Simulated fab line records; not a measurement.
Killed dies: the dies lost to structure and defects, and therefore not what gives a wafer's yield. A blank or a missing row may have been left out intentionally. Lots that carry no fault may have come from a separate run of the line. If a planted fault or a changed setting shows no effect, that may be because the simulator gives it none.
Which of the tools did it? / flow sky130 / 15 lots with 45 wafers sampled at 2 steps, on a route of 708 steps

WHAT THE GAUGES READ, wafer by wafer
SKY_LDD_LDN_TW_MEAS_13. Usual: for LDD_LDN_TW the level is 1475 and the standard deviation is 18.
lot=L869; measured=day 23 03:18; on=film-metro-03; LDD_LDN_TW=1469 1461 1472; flag=
lot=L871; measured=day 23 20:29; on=film-metro-02; LDD_LDN_TW=1453 1454 1443; flag=
lot=L873; measured=day 24 02:36; on=film-metro-03; LDD_LDN_TW=1468 1476 1473; flag=
lot=L874; measured=day 25 01:11; on=film-metro-04; LDD_LDN_TW=1509 1505 1505; flag=
lot=L880; measured=day 27 02:46; on=film-metro-03; LDD_LDN_TW=1345 1354 1340 1349 1342 1345; flag=OFF
lot=L881; measured=day 27 04:56; on=film-metro-04; LDD_LDN_TW=1378 1382 1376 1382 1374 1377; flag=OFF
lot=L882; measured=day 27 16:06; on=film-metro-02; LDD_LDN_TW=1335 1338 1337 1337 1343 1340; flag=OFF
lot=L884; measured=day 28 11:08; on=film-metro-03; LDD_LDN_TW=1479 1473 1473; flag=
lot=L885; measured=day 28 20:38; on=film-metro-03; LDD_LDN_TW=1487 1473 1474; flag=
lot=L886; measured=day 29 12:38; on=film-metro-03; LDD_LDN_TW=1474 1472 1476; flag=
lot=L887; measured=day 29 13:02; on=film-metro-02; LDD_LDN_TW=1453 1452 1452; flag=
lot=L888; measured=day 29 13:14; on=film-metro-03; LDD_LDN_TW=1479 1476 1474; flag=
lot=L889; measured=day 29 19:18; on=film-metro-03; LDD_LDN_TW=1478 1480 1476; flag=
lot=L891; measured=day 30 11:24; on=film-metro-02; LDD_LDN_TW=1460 1461 1454; flag=
lot=L892; measured=day 30 23:18; on=film-metro-02; LDD_LDN_TW=1453 1449 1457; flag=

WHICH TOOL RAN EACH LOT (tool, then ch and the chambers of the sampled wafers, then the start)
lot=L869; SKY_LDD_LDN_IMPLANT_11=implanter-03 ch 0, day 23 03:03
lot=L871; SKY_LDD_LDN_IMPLANT_11=implanter-01 ch 0, day 23 20:14
lot=L873; SKY_LDD_LDN_IMPLANT_11=implanter-01 ch 0, day 24 02:22
lot=L874; SKY_LDD_LDN_IMPLANT_11=implanter-04 ch 0, day 25 00:56
lot=L880; SKY_LDD_LDN_IMPLANT_11=implanter-04, day 27 02:33
lot=L881; SKY_LDD_LDN_IMPLANT_11=implanter-03, day 27 04:41
lot=L882; SKY_LDD_LDN_IMPLANT_11=implanter-03, day 27 15:52
lot=L884; SKY_LDD_LDN_IMPLANT_11=implanter-01 ch 0, day 28 10:53
lot=L885; SKY_LDD_LDN_IMPLANT_11=implanter-03 ch 0, day 28 20:25
lot=L886; SKY_LDD_LDN_IMPLANT_11=implanter-04 ch 0, day 29 12:23
lot=L887; SKY_LDD_LDN_IMPLANT_11=implanter-01 ch 0, day 29 12:48
lot=L888; SKY_LDD_LDN_IMPLANT_11=implanter-04 ch 0, day 29 12:59
lot=L889; SKY_LDD_LDN_IMPLANT_11=implanter-01 ch 0, day 29 19:05
lot=L891; SKY_LDD_LDN_IMPLANT_11=implanter-03 ch 0, day 30 11:09
lot=L892; SKY_LDD_LDN_IMPLANT_11=implanter-04 ch 0, day 30 23:04
- SKY_LDD_LDN_IMPLANT_11

AS READ BY THE TOOLS THEMSELVES (means over the sampled wafers that have a number; for cases with no such wafer, the mark the record gives instead)
SKY_LDD_LDN_IMPLANT_11. Usual: beam-energy-keV 15.000, standard deviation 0.0045; beam-on-s 10.00 s, standard deviation 0.21.
lot=L869; tool=implanter-03; beam-energy-keV=15.003; beam-on-s (s)=9.92; flag=
lot=L871; tool=implanter-01; beam-energy-keV=14.994; beam-on-s (s)=9.95; flag=
lot=L873; tool=implanter-01; beam-energy-keV=15.000; beam-on-s (s)=9.77; flag=
lot=L874; tool=implanter-04; beam-energy-keV=15.004; beam-on-s (s)=10.14; flag=
lot=L880; tool=implanter-04; beam-energy-keV=-; beam-on-s (s)=-; flag=OFF
lot=L881; tool=implanter-03; beam-energy-keV=-; beam-on-s (s)=-; flag=OFF
lot=L882; tool=implanter-03; beam-energy-keV=-; beam-on-s (s)=-; flag=OFF
lot=L884; tool=implanter-01; beam-energy-keV=14.992; beam-on-s (s)=9.94; flag=
lot=L885; tool=implanter-03; beam-energy-keV=14.999; beam-on-s (s)=10.18; flag=
lot=L886; tool=implanter-04; beam-energy-keV=14.997; beam-on-s (s)=10.11; flag=
lot=L887; tool=implanter-01; beam-energy-keV=14.997; beam-on-s (s)=9.88; flag=
lot=L888; tool=implanter-04; beam-energy-keV=14.999; beam-on-s (s)=9.82; flag=
lot=L889; tool=implanter-01; beam-energy-keV=15.005; beam-on-s (s)=10.06; flag=
lot=L891; tool=implanter-03; beam-energy-keV=15.002; beam-on-s (s)=9.81; flag=
lot=L892; tool=implanter-04; beam-energy-keV=14.993; beam-on-s (s)=10.14; flag=

THE ANSWER, worked out from the rows above alone
Rule: a lot is off if the mean of its wafers that have a number lies more than 3 standard deviations from the usual mean. Also off: a lot with no number at a reading for which 4 or more lots have one. All remaining lots with rows at the step are treated as sound. The gauges are gone through in route order, then the tools' own readings, and for those a lot's mean is taken as printed above. At the first step where some lot is off, the reading lying furthest off is the one used; lots without a number count as furthest.
Off: L880, L881, L882, at SKY_LDD_LDN_TW_MEAS_13 (LDD_LDN_TW).
If a tool, at a process step before that reading, ran all the lots that are off and no sound lot after the first of them, it fits. The gauges at SKY_LDD_LDN_TW_MEAS_13 aren't tried: what is off there is off at SKY_LDD_LDN_IMPLANT_11 too, on other tools, and a gauge's error can't cause that. Not one of the candidates tried fits.

WHAT HAD BEEN PUT IN BY THE SIMULATOR
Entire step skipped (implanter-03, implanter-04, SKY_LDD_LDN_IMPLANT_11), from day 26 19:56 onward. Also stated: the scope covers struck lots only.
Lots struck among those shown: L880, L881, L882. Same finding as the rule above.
